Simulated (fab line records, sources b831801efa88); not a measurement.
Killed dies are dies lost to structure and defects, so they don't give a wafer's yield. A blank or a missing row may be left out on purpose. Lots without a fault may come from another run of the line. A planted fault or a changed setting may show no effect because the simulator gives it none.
A struck lot beside a sound one | flow sky130 | 21 steps out of a route of 708
Sound: wafers L311.3, L311.4, L311.6. Struck: wafers L317.2, L317.3, L317.5. The cause comes at the end.
At each step with rows: each side's tool, then ch and its chambers, then its first start. Under that, the readings that differ: sound wafers | struck wafers | difference of the means | sigmas: that difference in standard deviations of wafers without a fault.
alike: readings whose means differ by less than 2 such deviations, and words and numbers that are the same on both sides. not compared: withheld readings, readings that some wafer has no value for, bounds like >300 that may hide the same value, and numbers for which the record gives no deviation and whose values overlap.
The two part at a step that has a row with sigmas, a row that says differs or no value, or rows on one side only. Numbers that don't overlap but have no deviation are shown without sigmas and don't part them. A reading that every wafer of one side lacks parts them only if that side has two wafers or more.

first, 5 steps without rows for these wafers: SKY_SD_P_COAT_02 (resist thk 1140 nm); SKY_SD_P_SOFTBAKE_03 (time 60 s); SKY_SD_P_EXPOSE_04 (exposes mask PSDM, target cd 380 nm); SKY_SD_P_PEB_05; SKY_SD_P_DEVELOP_06 (develop time 60 s).
SKY_SD_P_CD_MEAS_07: target cd 380 nm.
  sound on cd_sem-02, day 27 23:53; struck on cd_sem-02, day 30 04:19
  reading    | sound             | struck            | difference | sigmas
  cd_nm (nm) | 379.1 380.6 379.7 | 383.9 385.0 385.7 | +5.1       | +2
SKY_SD_P_OVL_MEAS_08:
  sound on overlay-01, day 27 23:59; struck on overlay-01, day 30 04:25
  alike: SD_P_OVL
then, 1 step without rows for these wafers: SKY_SD_P_IMPLANT_09.
SKY_SD_P_STRIP_10: strips in O2/N2.
  sound on plasma_asher-04 ch 0,1, day 28 00:11; struck on plasma_asher-01 ch 0,1, day 30 04:36
  alike: drypump_motor_current_A, n2_flow_sccm, oes_product_au, strip_time_to_endpoint_s
  not compared: rf_hours_counter_h
SKY_SD_P_TW_MEAS_11:
  sound on film_metro-02, day 28 00:16; struck on film_metro-02, day 30 04:43
  alike: SD_P_TW
then, 2 steps without rows for these wafers: SKY_RES_XHIGH_DEHYDRATE_00 (time 60 s); SKY_RES_XHIGH_HMDS_01 (prime time 60 s).
SKY_RES_XHIGH_COAT_02: resist thk 1140 nm.
  sound on litho_track-03 ch 0, day 28 14:44; struck on litho_track-01 ch 0, day 30 18:42
  reading                                        | sound          | struck          | difference | sigmas
  model.NOVOLAK_of_RES_XHIGH_COAT_02.thk_nm (nm) | 1138 1141 1138 | 632.9 632.4 633 | -506.2     |
then, 3 steps without rows for these wafers: SKY_RES_XHIGH_SOFTBAKE_03 (time 60 s); SKY_RES_XHIGH_EXPOSE_04 (exposes mask URPM, target cd 1270 nm); SKY_RES_XHIGH_PEB_05.
SKY_RES_XHIGH_DEVELOP_06: develop time 60 s.
  sound on litho_track-03 ch 0, day 29 04:44; struck on litho_track-02 ch 0, day 31 08:10
  reading                                        | sound          | struck          | difference | sigmas
  model.NOVOLAK_of_RES_XHIGH_COAT_02.thk_nm (nm) | 1138 1140 1138 | 632.5 632 632.5 | -506.3     |
then, 1 step without rows for these wafers: SKY_RES_XHIGH_IMPLANT_07.
SKY_RES_XHIGH_STRIP_08: strips in O2/N2.
  sound on plasma_asher-04 ch 0,1, day 29 05:01; struck on plasma_asher-04 ch 0,1, day 31 08:26
  reading                      | sound             | struck            | difference | sigmas
  oes_product_au (a.u.)        | 0.706 0.715 0.712 | 0.580 0.571 0.573 | -0.136     | -30
  strip_time_to_endpoint_s (s) | 14.25 14.27 14.26 | 8.39 8.39 8.39    | -5.87      | -99 or more
  alike: drypump_motor_current_A, n2_flow_sccm
  not compared: rf_hours_counter_h
SKY_RES_XHIGH_TW_MEAS_09:
  sound on film_metro-01, day 29 05:06; struck on film_metro-01, day 31 08:33
  alike: RES_XHIGH_TW
-- the record jumps here: 18 days lie between the struck wafers' starts before and after (it left off in module RES_XHIGH and takes up again in module PAD_OPEN, whose first step shown is number 708 of the route) --
SKY_PAD_OPEN_PROBE_99:
  sound on prober-02, day 47 14:49; struck on prober-02, day 49 01:32
  alike: killed_at_M0_to_M3, killed_at_M4_up, killed_at_contacts, killed_at_front_end, killed_at_other, killed_dies, killed_open, killed_short

WHERE THEY PART
First at SKY_SD_P_CD_MEAS_07; last, within this record, at SKY_RES_XHIGH_STRIP_08. Later steps at which nothing parts them and some readings are alike: SKY_RES_XHIGH_TW_MEAS_09, SKY_PAD_OPEN_PROBE_99.

WHY: what the simulator had put in
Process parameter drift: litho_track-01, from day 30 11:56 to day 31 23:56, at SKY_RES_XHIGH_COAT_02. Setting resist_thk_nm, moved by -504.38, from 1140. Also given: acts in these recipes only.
